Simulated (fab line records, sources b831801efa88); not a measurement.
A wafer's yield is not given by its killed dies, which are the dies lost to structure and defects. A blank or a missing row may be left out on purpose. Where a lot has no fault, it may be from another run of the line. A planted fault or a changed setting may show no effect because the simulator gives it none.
Struck lot and sound lot, side by side / flow gf180mcu / 14 out of 602 route steps
Sound: the wafers L826.1, L826.4, L826.6. Struck: wafers L820.2, L820.3, L820.4. At the end, the cause is stated.
Order at every step that has rows: each side's tool, ch and its chambers, its first start. Under that, the readings that differ: sound wafers / struck wafers / difference of the means / sigmas: that difference in standard deviations of wafers without a fault.
alike: words and numbers the same on both sides, and readings whose means are apart by under 2 such deviations; not compared: readings that were withheld, readings missing a value for some wafer, numbers with overlapping values and no deviation given by the record, and bounds like >300 which may hide the same value.
Wherever a step has rows on one side only, a row that says differs or no value, or a row with sigmas, the two part there. Numbers that have no deviation but don't overlap get no sigmas and don't part them. Lack of a reading on every wafer of one side parts them only where that side has two or more wafers.

first, 5 steps without rows for these wafers: GF_V3_STRIP_18 (strips in O2/N2); GF_V3_STRIP_19 (strips in post etch residue remover, time 1200 s); GF_V3_CLEAN_20 (cleans in DIW); GF_V3_SPUTTER_21 (material Ti, target thk 15 nm, time 80.02 s); GF_V3_SPUTTER_22 (material TiN, target thk 10 nm, time 40 s).
GF_V3_CVD_23: deposits W, target thk 350 nm, time 104.9 s.
  sound on cvd w-01 ch 0,1, day 28 01:43; struck on cvd w-01 ch 0,1, day 26 08:14
  alike: heater power w
GF_V3_RS_MEAS_24: uses a four-point probe to measure.
  struck on film metro-04, day 26 08:22; sound on film metro-02, day 28 01:50
  alike: V3_W_RS
GF_V3_THK_MEAS_25: measures by xrf.
  struck on film metro-04, day 26 08:28; sound on film metro-02, day 28 01:58
  alike: V3_W_THK
GF_V3_CMP_26: polishes, stops on SiO2, t overpolish 15 s, target thk 0 nm.
  sound on cmp-01 ch 0,1,3, day 28 02:01; struck on cmp-01 ch 0,2,3, day 26 08:31
  alike: motor current A, overpolish run s, time to endpoint s
GF_M4_SPUTTER_00: material Ti, target thk 37.5 nm, time 150 s.
  struck on pvd sputter-01, day 26 08:49; sound on pvd sputter-01, day 28 02:19
reading=substrate temp c (C); sound=199.77 199.81 199.75; struck=200.10 200.19 200.02; difference=+0.33; sigmas=+2
  alike: cathode dc power W, chamber pressure pa, throttle valve pct
GF_M4_SPUTTER_01: material TiN, target thk 30 nm, time 25 s.
  struck on pvd sputter-01, day 26 08:55; sound on pvd sputter-01, day 28 02:25
  alike: cathode dc power W, chamber pressure pa, throttle valve pct
GF_M4_SPUTTER_02: material AlCu, target thk 450 nm, time 23.9 s.
  struck on pvd sputter-01, day 26 08:57; sound on pvd sputter-01, day 28 02:27
  alike: cathode dc power W, chamber pressure pa, throttle valve pct
GF_M4_SPUTTER_03: material Ti, target thk 10 nm, time 6.7 s.
  struck on pvd sputter-01, day 26 08:59; sound on pvd sputter-01, day 28 02:29
  no value came back on the struck wafers for cathode dc power W (W), chamber pressure pa (Pa), substrate temp c (C), throttle valve pct (%); on the sound wafers cathode dc power W (W) reads 2999.8 3000.2 2999.5
then, 1 step without rows for these wafers: GF_M4_SPUTTER_04 (material TiN, target thk 50 nm, time 41.7 s).

== WHERE THEY PART ==
Earliest at GF_M4_SPUTTER_00; latest, in this record, at GF_M4_SPUTTER_03.

WHY: what the simulator had put in
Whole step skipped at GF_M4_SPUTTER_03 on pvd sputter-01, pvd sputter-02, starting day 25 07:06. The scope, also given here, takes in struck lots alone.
